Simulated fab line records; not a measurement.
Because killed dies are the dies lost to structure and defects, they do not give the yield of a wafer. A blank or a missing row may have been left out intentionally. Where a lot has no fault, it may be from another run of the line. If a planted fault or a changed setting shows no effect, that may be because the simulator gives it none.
A struck lot beside a sound one || flow sky130 || 16 out of 708 route steps
Sound: the wafers L822.1, L822.2, L822.3. Struck: wafer L832.6; the same lot's L832.3 was not struck, so it is left out; see the end for the cause.
Order at every step that has rows: each side's tool, ch and its chambers, its first start. Under that, the readings that differ: sound wafers || struck wafers || difference of the means || sigmas: that difference in standard deviations of wafers without a fault.
alike: same words and numbers on both sides, and readings whose means sit less than 2 such deviations apart. not compared: any withheld reading, any reading some wafer has no value for, any bound like >300 that may hide the same value, and any number with overlapping values for which the record gives no deviation.
A row with sigmas, a row that says differs or no value, or rows on one side alone: a step with any of these is where the two part. Numbers that don't overlap but have no deviation are shown without sigmas and don't part them. A reading that every wafer of one side lacks parts them only if that side has two wafers or more.

first, 1 step without rows for these wafers: SKY_VT_ADJUST_HVTP_DEVELOP_06 (develop time 60 s).
SKY_VT_ADJUST_HVTP_CD_MEAS_07 targets a cd of 380 nm.
  struck on cd sem-01, day 9 22:56; sound on cd sem-01, day 7 12:13
  alike: cd nm
SKY_VT_ADJUST_HVTP_OVL_MEAS_08:
  struck on overlay-02, day 9 23:01; sound on overlay-01, day 7 12:20
  alike: VT_ADJUST_HVTP_OVL
next, for these wafers, 1 step has no rows: SKY_VT_ADJUST_HVTP_IMPLANT_09.
SKY_VT_ADJUST_HVTP_STRIP_10: strips in O2/N2.
  sound on plasma asher-04 ch 0,1, day 7 12:31; struck on plasma asher-04 ch 1, day 9 23:14
{"reading": "oes product au (a.u.)", "sound": "0.715 0.714 0.708", "struck": 0.723, "difference": "+0.011", "sigmas": "+2"}
  alike: drypump motor current A, strip time to endpoint s
  not compared: rf hours counter h
SKY_VT_ADJUST_HVTP_TW_MEAS_11:
  struck on film metro-04, day 9 23:19; sound on film metro-01, day 7 12:37
  alike: VT_ADJUST_HVTP_TW
then, 6 steps without rows for these wafers: SKY_VT_ADJUST_LVTN_DEHYDRATE_00 (time 60 s); SKY_VT_ADJUST_LVTN_HMDS_01 (prime time 60 s); SKY_VT_ADJUST_LVTN_COAT_02 (resist thk 3000 nm); SKY_VT_ADJUST_LVTN_SOFTBAKE_03; SKY_VT_ADJUST_LVTN_EXPOSE_04 (exposes mask NWM COMPLEMENT LESS NATIVE, target cd 840 nm); SKY_VT_ADJUST_LVTN_PEB_05.
SKY_VT_ADJUST_LVTN_DEVELOP_06: develop time 60 s.
  sound on litho track-03 ch 0, day 8 08:00; struck on litho track-04 ch 0, day 10 21:00
  alike: resist line temp C
SKY_VT_ADJUST_LVTN_OVL_MEAS_07:
  struck on overlay-01, day 10 21:08; sound on overlay-02, day 8 08:50
  not compared: VT_ADJUST_LVTN_OVL
next, for these wafers, 1 step has no rows: SKY_VT_ADJUST_LVTN_IMPLANT_08.
-- here the record skips 38 days between the struck wafers' starts before and after, leaving off in module VT_ADJUST_LVTN and picking up in module PAD_OPEN (first step shown: number 708 of the route) --
SKY_PAD_OPEN_PROBE_99:
  struck on prober-02, day 49 06:31; sound on prober-01, day 46 19:47
{"reading": "killed at front end", "sound": "22 13 17", "struck": 430, "difference": "+413", "sigmas": "+92"}
{"reading": "killed dies", "sound": "97 80 86", "struck": 492, "difference": "+404", "sigmas": "+41"}
{"reading": "killed on rim", "sound": "18 16 18", "struck": 96, "difference": "+79", "sigmas": "+21"}
  alike: killed_at_M0_to_M3, killed_at_M4_up, killed at contacts, killed at other, killed open, killed short

## WHERE THEY PART
First at SKY_VT_ADJUST_HVTP_STRIP_10; last, within this record, at SKY_PAD_OPEN_PROBE_99.

WHY: what the simulator had put in
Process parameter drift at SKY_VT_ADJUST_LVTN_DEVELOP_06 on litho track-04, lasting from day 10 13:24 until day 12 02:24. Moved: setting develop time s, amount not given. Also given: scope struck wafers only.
